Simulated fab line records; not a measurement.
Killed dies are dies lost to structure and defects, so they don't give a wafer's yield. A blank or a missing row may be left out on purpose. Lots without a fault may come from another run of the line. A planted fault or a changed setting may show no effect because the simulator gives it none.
fab line records -- flow sky130
record lots=13, wafers=39, lastDay=50
route steps=708 shown LDD_P@262 LDD_HVN@274 LDD_HVP@286 LDD_LDN@296 PAD_OPEN@708
lots untouched by any fault: they come from a run of this same line in which no faults occurred
startH: hours from the record's first day to the start of the lot's first wafer shown -- waitH: hours elapsed since this lot's preceding step -- " unchanged from the row above -- L1.1+2: several wafers, shown together as one row -- - no value present, or no start provided -- * or withheld: withheld -- < > ~ a bound
route shown NAME@n: names a module that has steps shown in the file, with the first one's number in the route -- usual: the fault-free wafers' mean and standard deviation -- same: alike in all rows -- chamber/n: place in a boat -- sites: per-site readings -- _std_site: how widely they spread, as a standard deviation -- _edge_site: the outer-site mean with the inner-site mean subtracted -- radiusMm: how far each site lies from the wafer's centre -- mask NAME#n: copy n -- behind: the last tool/chamber to shape the wafer -- hold: why the lot was held/for how many hours/how that ended -- device: whichever transistor did not switch (one of n, p or np) -- end of line: at the end of the route, the tests of the same wafers -- a step with no rows: only its recipe -- killed: dies lost to structure and defects at the first sort, not the wafer's yield -- map: dies across one wafer; x = killed, . = not, _ = none there
set.NAME: the setting the step ran with; set.NAME@STEP: the setting that earlier step ran with -- model.NAME: the simulator's own value behind a step, which no gauge read
route steps across a sampled set of lots; one table per step, one row per wafer
services: when a tool's chamber went out of use (startH, in hours from the record's first day, below 0 if earlier), for how many hours, and the reason
## steps
# step SKY_LDD_P_CD_MEAS_07
# recipe targetCdNm=380
# usual cdNm=379.9/2
lot.wafer,tool,chamber,startH,waitH,cdNm
L745.4,cdSem-02,-,441.95,0.1,380.0
L745.5,cdSem-02,-,441.95,0.1,378.2
L745.6,cdSem-02,-,441.95,0.1,379.8
L746.1,cdSem-01,-,461.43,0.1,379.8
L746.4,cdSem-01,-,461.43,0.1,383.5
L746.6,cdSem-01,-,461.43,0.1,380.9
L748.3,cdSem-01,-,477.47,0.1,382.4
L748.4,cdSem-01,-,477.47,0.1,377.1
L748.6,cdSem-01,-,477.47,0.1,382.5
L749.1,cdSem-01,-,485.24,0.1,379.9
L749.2,cdSem-01,-,485.24,0.1,382.1
L749.3,cdSem-01,-,485.24,0.1,381.2
L752.3,cdSem-02,-,517.79,0.1,379.1
L752.4,cdSem-02,-,517.79,0.1,380.3
L752.6,cdSem-02,-,517.79,0.1,376.8
L754.2,cdSem-01,-,519.02,0.1,380.3
L754.4,cdSem-01,-,519.02,0.1,382.1
L754.5,cdSem-01,-,519.02,0.1,382.4
L755.1,cdSem-02,-,524.09,0.1,377.3
L755.4,cdSem-02,-,524.09,0.1,377.6
L755.5,cdSem-02,-,524.09,0.1,380.9
L760.3,cdSem-02,-,579.62,0.1,378.2
L760.4,cdSem-02,-,579.62,0.1,375.4
L760.5,cdSem-02,-,579.62,0.1,376.3
L762.1,cdSem-01,-,600.78,0.1,382.2
L762.5,cdSem-01,-,600.78,0.1,378.4
L762.6,cdSem-01,-,600.78,0.1,379.9
L763.1,cdSem-01,-,606.45,0.1,379.3
L763.3,cdSem-01,-,606.45,0.1,378.6
L763.5,cdSem-01,-,606.45,0.1,378.6
L764.1,cdSem-01,-,609.70,0.1,379.6
L764.2,cdSem-01,-,609.70,0.1,381.1
L764.5,cdSem-01,-,609.70,0.1,380.3
L766.2,cdSem-01,-,636.41,0.1,379.1
L766.3,cdSem-01,-,636.41,0.1,379.8
L766.6,cdSem-01,-,636.41,0.1,379.7
L767.1,cdSem-02,-,642.54,0.1,378.9
L767.2,cdSem-02,-,642.54,0.1,382.1
L767.4,cdSem-02,-,642.54,0.1,382.6
# step SKY_LDD_HVN_OVL_MEAS_07
# usual LDD_HVN_OVL=-0.7/1.3
lot.wafer,tool,chamber,startH,waitH,LDD_HVN_OVL[nm]
L745.4,overlay-01,-,474.01,0.1,-0.3
L745.5,overlay-01,-,474.01,0.1,1.0
L745.6,overlay-01,-,474.01,0.1,-1.4
L746.1,overlay-01,-,492.95,0.1,-0.9
L746.4,overlay-01,-,492.95,0.1,-3.1
L746.6,overlay-01,-,492.95,0.1,-1.8
L748.3,overlay-02,-,508.45,0.1,0.3
L748.4,overlay-02,-,508.45,0.1,-0.6
L748.6,overlay-02,-,508.45,0.1,-0.7
L749.1,overlay-02,-,516.64,0.1,-0.1
L749.2,overlay-02,-,516.64,0.1,1.7
L749.3,overlay-02,-,516.64,0.1,0.4
L752.3,overlay-01,-,548.25,0.1,0.2
L752.4,overlay-01,-,548.25,0.1,2.1
L752.6,overlay-01,-,548.25,0.1,1.3
L754.2,overlay-01,-,549.41,0.1,-0.5
L754.4,overlay-01,-,549.41,0.1,-0.7
L754.5,overlay-01,-,549.41,0.1,-1.5
L755.1,overlay-01,-,554.10,0.1,-1.0
L755.4,overlay-01,-,554.10,0.1,-0.3
L755.5,overlay-01,-,554.10,0.1,-1.2
L760.3,overlay-02,-,609.89,0.1,-0.9
L760.4,overlay-02,-,609.89,0.1,0.4
L760.5,overlay-02,-,609.89,0.1,-0.2
L762.1,overlay-01,-,629.19,0.1,-0.3
L762.5,overlay-01,-,629.19,0.1,-0.6
L762.6,overlay-01,-,629.19,0.1,0.1
L763.1,overlay-01,-,635.50,0.1,0.0
L763.3,overlay-01,-,635.50,0.1,-0.6
L763.5,overlay-01,-,635.50,0.1,1.3
L764.1,overlay-01,-,638.80,0.1,-2.2
L764.2,overlay-01,-,638.80,0.1,-1.2
L764.5,overlay-01,-,638.80,0.1,-2.3
L766.2,overlay-02,-,664.96,0.1,-0.3
L766.3,overlay-02,-,664.96,0.1,0.1
L766.6,overlay-02,-,664.96,0.1,-2.0
L767.1,overlay-01,-,671.68,0.1,-2.3
L767.2,overlay-01,-,671.68,0.1,-3.2
L767.4,overlay-01,-,671.68,0.1,-1.0
# step SKY_LDD_HVP_IMPLANT_08
# recipe species=B, energyKev=20, doseCm2=1.7e+13, tiltDeg=17.9
# usual beamOnS=9.99/0.2, endStationPressureTorr=5.02e-06/2.6e-07, faradayCurrentUA=95.9/1.9
# same implantIonAmu=11
lot.wafer,tool,chamber,startH,waitH,beamOnS,endStationPressureTorr,faradayCurrentUA
L745.4,implanter-04,0,504.39,0.1,10.01,4.95e-06,96.0
L745.5,implanter-04,0,504.39,0.1,10.03,5.09e-06,95.5
L745.6,implanter-04,0,504.39,0.1,10.05,4.8e-06,95.3
L746.1,implanter-04,0,523.99,0.0,9.96,4.88e-06,96.3
L746.4,implanter-04,0,523.99,0.0,10.09,4.88e-06,94.5
L746.6,implanter-04,0,523.99,0.0,9.96,4.77e-06,95.8
L748.3,implanter-04,0,539.24,0.1,10.11,4.99e-06,94.9
L748.4,implanter-04,0,539.24,0.1,9.93,4.93e-06,96.1
L748.6,implanter-04,0,539.24,0.1,10.21,5.07e-06,93.6
L749.1,implanter-01,0,547.54,0.0,10.01,4.69e-06,95.7
L749.2,implanter-01,0,547.54,0.0,10.16,5.56e-06,94.7
L749.3,implanter-01,0,547.54,0.0,10.09,4.85e-06,94.4
L752.3,implanter-04,0,578.09,0.1,13.00,0.0001272,74.6
L752.4,implanter-04,0,578.09,0.1,13.10,0.00012192,73.8
L752.6,implanter-04,0,578.09,0.1,12.73,0.00012019,75.9
L754.2,implanter-04,0,579.34,0.0,12.77,0.00011592,75.7
L754.4,implanter-04,0,579.34,0.0,12.68,0.00011626,76.5
L754.5,implanter-04,0,579.34,0.0,12.87,0.00011796,75.2
L755.1,implanter-01,0,584.12,0.0,10.17,5.23e-06,94.2
L755.4,implanter-01,0,584.12,0.0,9.60,5.1e-06,99.5
L755.5,implanter-01,0,584.12,0.0,9.57,5.38e-06,99.8
L760.3,implanter-02,0,639.07,0.1,9.72,4.84e-06,98.6
L760.4,implanter-02,0,639.07,0.1,9.84,4.83e-06,97.0
L760.5,implanter-02,0,639.07,0.1,9.71,5.37e-06,98.4
L762.1,implanter-02,0,658.42,0.0,9.59,5.04e-06,100.1
L762.5,implanter-02,0,658.42,0.0,9.90,5.25e-06,97.2
L762.6,implanter-02,0,658.42,0.0,9.78,5.65e-06,98.0
L763.1,implanter-01,0,663.29,0.0,9.76,5.06e-06,98.4
L763.3,implanter-01,0,663.29,0.0,10.21,5.11e-06,93.7
L763.5,implanter-01,0,663.29,0.0,9.96,5.05e-06,96.3
L764.1,implanter-04,0,667.04,0.0,10.01,5.1e-06,95.4
L764.2,implanter-04,0,667.04,0.0,9.69,5.24e-06,98.3
L764.5,implanter-04,0,667.04,0.0,10.16,4.89e-06,94.4
L766.2,implanter-04,0,693.79,0.0,10.01,4.99e-06,95.3
L766.3,implanter-04,0,693.79,0.0,9.70,4.88e-06,98.6
L766.6,implanter-04,0,693.79,0.0,9.98,5.38e-06,96.0
L767.1,implanter-01,0,701.12,0.0,9.89,5.35e-06,97.3
L767.2,implanter-01,0,701.12,0.0,10.03,5.01e-06,95.6
L767.4,implanter-01,0,701.12,0.0,10.32,5.17e-06,92.2
# step SKY_LDD_HVP_TW_MEAS_10
# usual LDD_HVP_TW=460.6/1.8
lot.wafer,tool,chamber,startH,waitH,LDD_HVP_TW
L745.4,filmMetro-02,-,504.60,0.1,459.3
L745.5,filmMetro-02,-,504.60,0.1,458.6
L745.6,filmMetro-02,-,504.60,0.1,461.9
L746.1,filmMetro-03,-,524.24,0.1,457.8
L746.4,filmMetro-03,-,524.24,0.1,462.0
L746.6,filmMetro-03,-,524.24,0.1,459.1
L748.3,filmMetro-02,-,539.46,0.1,462.7
L748.4,filmMetro-02,-,539.46,0.1,458.9
L748.6,filmMetro-02,-,539.46,0.1,459.4
L749.1,filmMetro-03,-,547.79,0.1,460.7
L749.2,filmMetro-03,-,547.79,0.1,459.3
L749.3,filmMetro-03,-,547.79,0.1,459.8
L752.3,filmMetro-01,-,578.31,0.1,495.0
L752.4,filmMetro-01,-,578.31,0.1,491.6
L752.6,filmMetro-01,-,578.31,0.1,494.6
L754.2,filmMetro-02,-,579.58,0.1,494.0
L754.4,filmMetro-02,-,579.58,0.1,496.4
L754.5,filmMetro-02,-,579.58,0.1,492.7
L755.1,filmMetro-02,-,584.37,0.1,460.6
L755.4,filmMetro-02,-,584.37,0.1,464.3
L755.5,filmMetro-02,-,584.37,0.1,460.2
L760.3,filmMetro-03,-,639.29,0.1,461.8
L760.4,filmMetro-03,-,639.29,0.1,459.9
L760.5,filmMetro-03,-,639.29,0.1,464.1
L762.1,filmMetro-01,-,658.67,0.1,462.0
L762.5,filmMetro-01,-,658.67,0.1,461.7
L762.6,filmMetro-01,-,658.67,0.1,461.6
L763.1,filmMetro-01,-,663.54,0.1,460.6
L763.3,filmMetro-01,-,663.54,0.1,459.7
L763.5,filmMetro-01,-,663.54,0.1,461.9
L764.1,filmMetro-02,-,667.29,0.1,462.7
L764.2,filmMetro-02,-,667.29,0.1,463.0
L764.5,filmMetro-02,-,667.29,0.1,464.1
L766.2,filmMetro-01,-,694.03,0.1,460.7
L766.3,filmMetro-01,-,694.03,0.1,459.3
L766.6,filmMetro-01,-,694.03,0.1,459.5
L767.1,filmMetro-02,-,701.37,0.1,460.0
L767.2,filmMetro-02,-,701.37,0.1,462.8
L767.4,filmMetro-02,-,701.37,0.1,460.8
# step SKY_LDD_LDN_OVL_MEAS_07
# usual LDD_LDN_OVL=1.7/1.1
lot.wafer,tool,chamber,startH,waitH,LDD_LDN_OVL[nm]
L745.4,overlay-02,-,535.20,0.1,0.6
L745.5,overlay-02,-,535.20,0.1,1.6
L745.6,overlay-02,-,535.20,0.1,-0.3
L746.1,overlay-02,-,554.18,0.1,1.8
L746.4,overlay-02,-,554.18,0.1,2.7
L746.6,overlay-02,-,554.18,0.1,2.7
L748.3,overlay-02,-,569.49,0.1,3.1
L748.4,overlay-02,-,569.49,0.1,2.6
L748.6,overlay-02,-,569.49,0.1,1.8
L749.1,overlay-01,-,577.08,0.1,1.9
L749.2,overlay-01,-,577.08,0.1,2.7
L749.3,overlay-01,-,577.08,0.1,2.2
L752.3,overlay-01,-,608.04,0.1,0.7
L752.4,overlay-01,-,608.04,0.1,1.4
L752.6,overlay-01,-,608.04,0.1,0.8
L754.2,overlay-01,-,609.49,0.1,2.4
L754.4,overlay-01,-,609.49,0.1,1.8
L754.5,overlay-01,-,609.49,0.1,2.1
L755.1,overlay-01,-,614.13,0.1,4.0
L755.4,overlay-01,-,614.13,0.1,2.3
L755.5,overlay-01,-,614.13,0.1,2.1
L760.3,overlay-02,-,667.44,0.1,2.7
L760.4,overlay-02,-,667.44,0.1,2.4
L760.5,overlay-02,-,667.44,0.1,1.8
L762.1,overlay-01,-,687.39,0.1,1.0
L762.5,overlay-01,-,687.39,0.1,3.4
L762.6,overlay-01,-,687.39,0.1,1.3
L763.1,overlay-02,-,691.73,0.1,2.5
L763.3,overlay-02,-,691.73,0.1,2.5
L763.5,overlay-02,-,691.73,0.1,2.7
L764.1,overlay-02,-,695.63,0.1,2.3
L764.2,overlay-02,-,695.63,0.1,0.9
L764.5,overlay-02,-,695.63,0.1,1.9
L766.2,overlay-01,-,721.59,0.1,0.4
L766.3,overlay-01,-,721.59,0.1,2.1
L766.6,overlay-01,-,721.59,0.1,1.0
L767.1,overlay-01,-,728.64,0.1,2.5
L767.2,overlay-01,-,728.64,0.1,0.2
L767.4,overlay-01,-,728.64,0.1,1.3
# step SKY_PAD_OPEN_PROBE_99
# usual killed_at_M0_to_M3=43/6.4, killed_at_M4_up=3.1/2, killedAtContacts=24/5.2, killedAtFrontEnd=15/4.3, killedAtOther=0.2/0.48, killedDies=85/9.7, killedOpen=47/6.9, killedShort=38/6.7
# same grossDies=492, killedAtBackSide=0
lot.wafer,tool,chamber,startH,waitH,killed_at_M0_to_M3,killed_at_M4_up,killedAtContacts,killedAtFrontEnd,killedAtOther,killedDies,killedOpen,killedShort
L754.2,prober-01,-,1141.71,0.1,36,4,24,18,0,82,39,43
L754.4,prober-01,-,1141.81,0.2,40,3,17,12,0,72,38,34
L754.5,prober-01,-,1141.86,0.2,46,0,22,24,2,94,48,46
L763.1,prober-01,-,1190.10,0.1,48,2,16,23,1,90,44,46
L763.3,prober-01,-,1190.20,0.2,36,1,19,9,0,65,41,24
L763.5,prober-01,-,1190.30,0.2,55,2,21,10,0,88,62,26
# killed by level:class
L754.2 LI_CONTACT:geometricParticle:open=8 VIA3:geometricParticle:open=7 VIA1:geometricParticle:short=6 CONTACT:geometricParticle:open=6 VIA1:geometricParticle:open=6 FIELD_ISO:geometricParticle:short=5 LOCAL_INTERCONNECT:geometricParticle:short=5 CONTACT:geometricParticle:short=5
L754.4 VIA3:geometricParticle:open=8 CONTACT:geometricParticle:open=7 METAL1:geometricParticle:short=6 VIA1:geometricParticle:open=6 FIELD_ISO:geometricParticle:open=4 LI_CONTACT:geometricParticle:open=4 VIA1:geometricParticle:short=4 VIA2:geometricParticle:open=4
L754.5 VIA1:geometricParticle:open=14 FIELD_ISO:geometricParticle:short=9 CONTACT:geometricParticle:short=7 POLY_GATE:geometricParticle:open=6 METAL2:geometricParticle:short=6 CONTACT:geometricParticle:open=6 LI_CONTACT:geometricParticle:open=5 VIA2:geometricParticle:open=4
L763.1 VIA1:geometricParticle:short=10 VIA1:geometricParticle:open=9 VIA2:geometricParticle:open=8 FIELD_ISO:geometricParticle:open=7 METAL2:geometricParticle:short=7 VIA3:geometricParticle:open=6 POLY_GATE:geometricParticle:short=5 CONTACT:geometricParticle:open=5
L763.3 VIA1:geometricParticle:open=16 CONTACT:geometricParticle:short=7 CONTACT:geometricParticle:open=6 VIA3:geometricParticle:open=6 LI_CONTACT:geometricParticle:open=4 VIA1:geometricParticle:short=4 METAL2:geometricParticle:short=4 FIELD_ISO:geometricParticle:open=3
L763.5 VIA1:geometricParticle:open=18 CONTACT:geometricParticle:open=12 VIA2:geometricParticle:open=10 VIA3:geometricParticle:open=8 VIA1:geometricParticle:short=7 METAL1:geometricParticle:short=5 LI_CONTACT:geometricParticle:open=4 FIELD_ISO:geometricParticle:open=3
## services
tool,chamber,startH,hours,kind
implanter-04,-,494.96,3.2,repair
implanter-01,-,529.47,9.2,pm
implanter-01,-,564.17,3.3,repair
implanter-01,-,588.33,3.5,pm
implanter-02,-,588.89,1.6,repair
implanter-01,-,594.07,3.8,pm
implanter-02,-,692.66,0.6,repair
## key
firstSign step=SKY_LDD_HVP_IMPLANT_08, reading=endStationPressureTorr, direction=up, sigmas=99+, usual=5.02e-06, struck=0.00011991
effect step=SKY_LDD_HVP_IMPLANT_08, reading=beamOnS, direction=up, sigmas=14, usual=9.99, struck=12.86
effect step=SKY_LDD_HVP_TW_MEAS_10, reading=LDD_HVP_TW, direction=up, sigmas=19, usual=460.6, struck=494.0
metAt SKY_LDD_HVP_IMPLANT_08
struckLots L752,L754
testerLeftOut L752,L754
notActingAt SKY_LDD_P_CD_MEAS_07,SKY_LDD_HVN_OVL_MEAS_07,SKY_LDD_LDN_OVL_MEAS_07
onsetBetween 539.24 578.09
fault kind=processParameterDrift, tool=implanter-04, chamber=-, onsetH=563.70, steps=SKY_LDD_HVP_IMPLANT_08, channel=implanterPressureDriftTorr, offset=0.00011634, shape=step, endH=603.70
fault kind=processParameterDrift, tool=implanter-04, chamber=-, onsetH=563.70, steps=SKY_LDD_HVP_IMPLANT_08, channel=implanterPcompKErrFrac, offset=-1, shape=step, endH=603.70
# testerLeftOut: of these lots the tester's yield and bins aren't shown, on N5 and GAA mostly nor the transistor test; their killed dies are dies lost to structure and defects alone, not to doping, threshold or leakage, so they don't give the yield
